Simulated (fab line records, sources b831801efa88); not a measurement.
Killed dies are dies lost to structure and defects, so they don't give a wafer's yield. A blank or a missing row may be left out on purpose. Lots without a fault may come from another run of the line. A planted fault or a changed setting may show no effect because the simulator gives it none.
A struck lot beside a sound one | flow sky130 | 24 steps out of a route of 708
Sound: wafers L837.1, L837.3, L837.5. Struck: wafer L823.2. (L823.1, L823.5 of the same lot were not struck and are left out.) The cause comes at the end.
At each step with rows: each side's tool, then ch and its chambers, then its first start. Under that, the readings that differ: sound wafers | struck wafers | difference of the means | sigmas: that difference in standard deviations of wafers without a fault.
alike: readings whose means differ by less than 2 such deviations, and words and numbers that are the same on both sides. not compared: withheld readings, readings that some wafer has no value for, bounds like >300 that may hide the same value, and numbers for which the record gives no deviation and whose values overlap.
The two part at a step that has a row with sigmas, a row that says differs or no value, or rows on one side only. Numbers that don't overlap but have no deviation are shown without sigmas and don't part them. A reading that every wafer of one side lacks parts them only if that side has two wafers or more.

SKY_VIA1_CMP_02: polishes SiO2.
  sound on cmp-02 ch 1,2, day 39 16:00; struck on cmp-02 ch 2, day 34 21:13
  alike: motor_current_A, platen_rpm
SKY_VIA1_BOW_MEAS_03:
  sound on film_metro-04, day 39 16:18; struck on film_metro-03, day 34 21:25
  alike: VIA1_BOW
then, 8 steps without rows for these wafers: SKY_VIA1_DEHYDRATE_04 (time 60 s); SKY_VIA1_HMDS_05 (prime time 60 s); SKY_VIA1_COAT_06 (resist thk 60 nm); SKY_VIA1_COAT_07 (resist thk 450 nm); SKY_VIA1_SOFTBAKE_08 (time 90 s); SKY_VIA1_EXPOSE_09 (exposes mask VIM, target cd 150 nm); SKY_VIA1_PEB_10; SKY_VIA1_DEVELOP_11 (develop time 60 s).
SKY_VIA1_CD_MEAS_12: target cd 150 nm.
  sound on cd_sem-02, day 40 16:43; struck on cd_sem-02, day 35 23:01
  alike: cd_nm
SKY_VIA1_OVL_MEAS_13:
  sound on overlay-01, day 40 16:50; struck on overlay-01, day 35 23:08
  alike: VIA1_OVL
SKY_VIA1_ETCH_14: etches BARC in N2/H2, stops on SiO2, time 45.9 s, target depth 60 nm.
  sound on rie_diel-01 ch 0,2,3, day 40 16:52; struck on rie_diel-01 ch 0, day 35 23:11
  reading                                     | sound                | struck | difference | sigmas
  oes_product_au (a.u.)                       | 0.853 0.863 0.853    | 0.975  | +0.119     | +26
  run_length_s (s)                            | 74.4 75.1 74.6       | 51.5   | -23.2      | -47
  throttle_valve_pct (%)                      | 13.226 13.241 13.220 | 13.206 | -0.023     | -3
  model.etch.depth_nm (nm)                    | 59.57 59.91 59.61    | 36.99  | -22.71     |
  model.KrF-thick_of_VIA1_COAT_07.thk_nm (nm) | 393.1 393.2 395.9    | 413.5  | +19.4      |
  model.VIA1.cd_nm (nm)                       | 149.1 150 147.9      | 146.8  | -2.2       |
  alike: drypump_motor_current_A, h2_flow_sccm
  not compared: rf_hours_counter_h
SKY_VIA1_ETCH_15: etches SiO2 in C4F8/O2/Ar, stops on TiN, target depth 351 nm, time 54 s.
  sound on rie_diel-01 ch 0,2,3, day 40 16:55; struck on rie_diel-01 ch 0, day 35 23:13
  reading                                     | sound             | struck | difference | sigmas
  oes_product_au (a.u.)                       | 0.988 0.962 0.978 | 0.374  | -0.602     | -84
  model.KrF-thick_of_VIA1_COAT_07.thk_nm (nm) | 322.1 326.1 327   | 345.8  | +20.7      |
  alike: run_length_s
  not compared: rf_hours_counter_h
SKY_VIA1_STRIP_16: strips in O2/N2.
  sound on plasma_asher-01 ch 1, day 40 16:58; struck on plasma_asher-03 ch 0, day 35 23:16
  reading                      | sound             | struck | difference | sigmas
  strip_time_to_endpoint_s (s) | 4.441 4.486 4.500 | 4.694  | +0.218     | +8
  alike: drypump_motor_current_A, o2_flow_sccm, oes_product_au
  not compared: rf_hours_counter_h
then, 3 steps without rows for these wafers: SKY_VIA1_STRIP_17 (strips in post etch residue remover, time 1200 s); SKY_VIA1_CLEAN_18 (cleans in IPA, time 180 s); SKY_VIA1_CLEAN_19 (cleans in O3/DIW).
SKY_VIA1_SPUTTER_20: material TiN, target thk 20 nm, time 80 s.
  sound on pvd_sputter-03, day 40 17:35; struck on pvd_sputter-01, day 35 23:52
  reading                | sound          | struck | difference | sigmas
  throttle_valve_pct (%) | 29.6 30.0 30.4 | 33.2   | +3.2       | +2
SKY_VIA1_CVD_21: deposits W, target thk 270 nm, time 80.902 s.
  sound on cvd_w-01 ch 0,1, day 40 17:39; struck on cvd_w-02 ch 0, day 35 23:55
  alike: heater_power_w
SKY_VIA1_CMP_24: polishes, stops on SiO2, t overpolish 15 s, target thk 0 nm.
  sound on cmp-01 ch 0,1,3, day 40 17:58; struck on cmp-02 ch 2, day 36 00:21
  alike: motor_current_A, platen_rpm
SKY_METAL2_SPUTTER_00: material Ti, target thk 15 nm, time 10 s.
  the record has rows for the sound wafers here (pvd_sputter-04, day 40 18:13) and none for the struck ones
SKY_METAL2_SPUTTER_01: material TiN, target thk 20 nm, time 16.7 s.
  the record has rows for the sound wafers here (pvd_sputter-04, day 40 18:15) and none for the struck ones
SKY_METAL2_SPUTTER_02: material AlCu, target thk 250 nm, time 13.76 s.
  the record has rows for the sound wafers here (pvd_sputter-04, day 40 18:16) and none for the struck ones

WHERE THEY PART
First at SKY_VIA1_ETCH_14; last, within this record, at SKY_METAL2_SPUTTER_02.

WHY: what the simulator had put in
Process parameter drift: rie_diel-01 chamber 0, from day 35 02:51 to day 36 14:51, at SKY_VIA1_ETCH_14. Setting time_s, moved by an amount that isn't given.
